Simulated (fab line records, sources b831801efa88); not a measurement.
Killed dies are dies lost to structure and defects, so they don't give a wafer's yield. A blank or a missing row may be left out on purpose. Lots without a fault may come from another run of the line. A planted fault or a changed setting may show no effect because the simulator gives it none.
Which tool did it? | flow sky130 | 10 lots, 30 wafers sampled, at 5 steps of a route of 708

WHAT THE GAUGES READ, wafer by wafer
SKY_VIA4_OVL_MEAS_11.
lot  | measured     | on         | VIA4_OVL (nm)
L625 | day 43 16:36 | overlay-02 | -2.1 -1.8 -3.0
L627 | day 44 17:08 | overlay-01 | -3.0 -3.7 -2.4
L634 | day 46 12:57 | overlay-01 | -2.9 -3.1 -1.9
L636 | day 47 03:29 | overlay-01 | -3.0 -2.7 -1.5
L640 | day 47 11:41 | overlay-01 | -2.8 -3.3 -3.0
L639 | day 47 15:54 | overlay-01 | -2.4 -1.3 -3.3
L641 | day 47 23:47 | overlay-01 | -1.7 -0.5 -2.3
L642 | day 48 03:01 | overlay-01 | -4.1 -4.1 -2.9
L643 | day 48 05:39 | overlay-01 | -3.4 -3.2 -1.7
L644 | day 48 11:13 | overlay-01 | -0.9 -3.3 -2.1

SKY_VIA4_RS_MEAS_19: measures by four-point-probe.
lot  | measured     | on            | VIA4_W_RS (ohm/sq)
L625 | day 43 17:33 | film_metro-01 | 0.1587 0.1567 0.1589
L627 | day 44 18:29 | film_metro-03 | 0.1581 0.1578 0.1570
L634 | day 46 13:53 | film_metro-03 | 0.2248 0.2271 0.2267
L636 | day 47 04:55 | film_metro-03 | 0.2238 0.2256 0.2253
L640 | day 47 12:40 | film_metro-04 | 0.2251 0.2241 0.2256
L639 | day 47 16:49 | film_metro-01 | 0.2298 0.2285 0.2281
L641 | day 48 00:44 | film_metro-03 | 0.2259 0.2269 0.2259
L642 | day 48 03:58 | film_metro-03 | 0.2281 0.2280 0.2309
L643 | day 48 06:35 | film_metro-04 | 0.2293 0.2287 0.2258
L644 | day 48 12:08 | film_metro-04 | 0.2288 0.2287 0.2269

SKY_VIA4_THK_MEAS_20: measures by xrf.
lot  | measured     | on            | VIA4_W_THK (nm)
L625 | day 43 17:40 | film_metro-01 | 743 744 739
L627 | day 44 18:36 | film_metro-03 | 752 754 760
L634 | day 46 14:00 | film_metro-03 | 521 514 518
L636 | day 47 05:02 | film_metro-03 | 522 519 522
L640 | day 47 12:46 | film_metro-04 | 515 521 517
L639 | day 47 16:56 | film_metro-01 | 507 507 510
L641 | day 48 00:51 | film_metro-03 | 513 512 514
L642 | day 48 04:05 | film_metro-03 | 512 510 500
L643 | day 48 06:42 | film_metro-04 | 504 507 512
L644 | day 48 12:15 | film_metro-04 | 506 508 507

WHICH TOOL RAN EACH LOT (tool, then ch and the chambers of the sampled wafers, then the start)
lot  | SKY_METAL4_STRIP_19                  | SKY_VIA4_CVD_18
L625 | plasma_asher-03 ch 0,1, day 42 17:02 | cvd_w-01 ch 0,1, day 43 17:23
L627 | plasma_asher-02 ch 0,1, day 43 17:54 | cvd_w-01 ch 0,1, day 44 18:19
L634 | plasma_asher-04 ch 0,1, day 45 15:55 | cvd_w-02 ch 0,1, day 46 13:43
L636 | plasma_asher-02 ch 0,1, day 46 05:42 | cvd_w-02 ch 0,1, day 47 04:43
L640 | plasma_asher-02 ch 0,1, day 46 17:08 | cvd_w-01 ch 0,1, day 47 12:31
L639 | plasma_asher-02 ch 0,1, day 46 19:31 | cvd_w-01 ch 0,1, day 47 16:40
L641 | plasma_asher-02 ch 0,1, day 47 03:09 | cvd_w-02 ch 0,1, day 48 00:35
L642 | plasma_asher-04 ch 0,1, day 47 06:25 | cvd_w-01 ch 0,1, day 48 03:49
L643 | plasma_asher-02 ch 0,1, day 47 08:33 | cvd_w-02 ch 0,1, day 48 06:26
L644 | plasma_asher-03 ch 0,1, day 47 14:22 | cvd_w-01 ch 0,1, day 48 11:59
- SKY_METAL4_STRIP_19: strips in O2/N2.
- SKY_VIA4_CVD_18: deposits W, target thk 505 nm, time 152.14 s.

WHAT THE TOOLS THEMSELVES READ (means of the sampled wafers that have a number; where no wafer has one, the mark that the record gives instead)
SKY_METAL4_STRIP_19.
lot  | tool            | drypump_motor_current_A (A) | oes_product_au (a.u.) | strip_time_to_endpoint_s (s)
L625 | plasma_asher-03 | 6.23                        | 0.506                 | 6.55
L627 | plasma_asher-02 | 5.81                        | 0.507                 | 6.56
L634 | plasma_asher-04 | 6.09                        | 0.503                 | 6.54
L636 | plasma_asher-02 | 5.67                        | 0.497                 | 6.42
L640 | plasma_asher-02 | 5.82                        | 0.497                 | 6.41
L639 | plasma_asher-02 | 5.78                        | 0.507                 | 6.64
L641 | plasma_asher-02 | 5.66                        | 0.503                 | 6.54
L642 | plasma_asher-04 | 6.18                        | 0.500                 | 6.55
L643 | plasma_asher-02 | 5.66                        | 0.502                 | 6.51
L644 | plasma_asher-03 | 6.23                        | 0.497                 | 6.42

SKY_VIA4_CVD_18.
lot  | tool     | heater_power_w (W) | susceptor_temp_C (C)
L625 | cvd_w-01 | 1062               | 421.03
L627 | cvd_w-01 | 1042               | 420.85
L634 | cvd_w-02 | 783                | 400.17
L636 | cvd_w-02 | 783                | 400.05
L640 | cvd_w-01 | 916                | 399.98
L639 | cvd_w-01 | 946                | 399.98
L641 | cvd_w-02 | 773                | 399.76
L642 | cvd_w-01 | 929                | 399.83
L643 | cvd_w-02 | 832                | 400.11
L644 | cvd_w-01 | 913                | 400.00

THE ANSWER, worked out from the rows above alone
Rule: what is usual is taken from the lots themselves. Put in order of their means at a reading, lots are off if they are a third of the lots or fewer, leave a main group of 4 or more, and stand apart from it by a gap of 3 or more times the standard deviation of the main group's means; of several such gaps the widest counts. A main group whose means are all the same, to the digits that the tables above print for the reading, isn't used. A lot without any number at a reading at which 4 lots or more have one is off too. The other lots that the step has rows for count as sound. The gauges are gone through in route order, then the tools' own readings, and for those a lot's mean is taken as printed above. The first step at which some lot is off is used, and at that step the reading that is off furthest; a lot without a number counts as furthest.
Off: L625, L627, at SKY_VIA4_RS_MEAS_19 (VIA4_W_RS). The main group: mean 0.2270 ohm/sq, standard deviation 0.0016.
A tool fits if, at a process step before that reading, it ran every lot that is off, and no sound lot after the first of them. The gauges at SKY_VIA4_RS_MEAS_19 aren't tried: what is off there is off at SKY_VIA4_CVD_18 too, on other tools, and a gauge's error can't cause that. None of those tried fits.

WHAT THE SIMULATOR HAD PUT IN
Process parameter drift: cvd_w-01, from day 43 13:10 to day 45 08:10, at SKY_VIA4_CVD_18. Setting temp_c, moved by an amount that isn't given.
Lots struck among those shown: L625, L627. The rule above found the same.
